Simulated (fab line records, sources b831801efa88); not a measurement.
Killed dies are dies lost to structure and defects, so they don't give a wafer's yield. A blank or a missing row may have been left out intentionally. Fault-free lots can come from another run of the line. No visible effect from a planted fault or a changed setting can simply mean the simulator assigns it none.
Chamber matching / flow gf180mcu / GF_V1_CMP_26 on cmp-01 has 4 sister chambers
The step polishes, stops on SiO2, t overpolish 15 s, target thk 0 nm. 8 wafers are shown with their chamber, then 9 later ones without.

WAFERS WITH THEIR CHAMBER
wafer=L443.3; chamber=3; motor-current-A (A)=12.1
wafer=L443.5; chamber=3; motor-current-A (A)=11.9
wafer=L443.6; chamber=2; motor-current-A (A)=12.9
wafer=L444.4; chamber=2; motor-current-A (A)=12.8
wafer=L444.5; chamber=1; motor-current-A (A)=8.3
wafer=L445.3; chamber=0; motor-current-A (A)=12.2
wafer=L445.5; chamber=0; motor-current-A (A)=11.7
wafer=L445.6; chamber=1; motor-current-A (A)=9.0

WAFERS WITHOUT THEIR CHAMBER
wafer=L446.2; motor-current-A (A)=12.1
wafer=L446.5; motor-current-A (A)=12.2
wafer=L446.6; motor-current-A (A)=12.4
wafer=L447.2; motor-current-A (A)=12.3
wafer=L447.4; motor-current-A (A)=12.6
wafer=L447.6; motor-current-A (A)=11.8
wafer=L457.4; motor-current-A (A)=11.7
wafer=L457.5; motor-current-A (A)=8.7
wafer=L457.6; motor-current-A (A)=11.8

WHICH CHAMBER EACH WENT THROUGH
wafer=L446.2; from the rows above=can't be placed: 3 or 0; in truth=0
wafer=L446.5; from the rows above=can't be placed: 3 or 0 or 2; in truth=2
wafer=L446.6; from the rows above=can't be placed: 3 or 0 or 2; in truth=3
wafer=L447.2; from the rows above=can't be placed: 3 or 0 or 2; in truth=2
wafer=L447.4; from the rows above=can't be placed: 2 or 3 or 0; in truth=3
wafer=L447.6; from the rows above=can't be placed: 0 or 3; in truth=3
wafer=L457.4; from the rows above=can't be placed: 0 or 3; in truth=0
wafer=L457.5; from the rows above=1; in truth=1
wafer=L457.6; from the rows above=can't be placed: 0 or 3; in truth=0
Correctly placed: 1 of 9. Not placeable from these rows: 8 (in 8, the candidates include the true chamber). 0 placed wrongly.
How it was worked out, from the rows above alone: a wafer's distance from a chamber is the root of the sum, over the readings, of the square of ((its reading less the chamber's mean) divided by the reading's scatter). If the next closest chamber is less than 2 further off than the closest, the wafer can't be placed; otherwise it belongs to the closest. A chamber's mean is the mean of its shown wafers. The scatter: take each reading less its chamber's mean, square it, sum over the shown wafers, divide by the number of wafers less the number of chambers, and take the root.
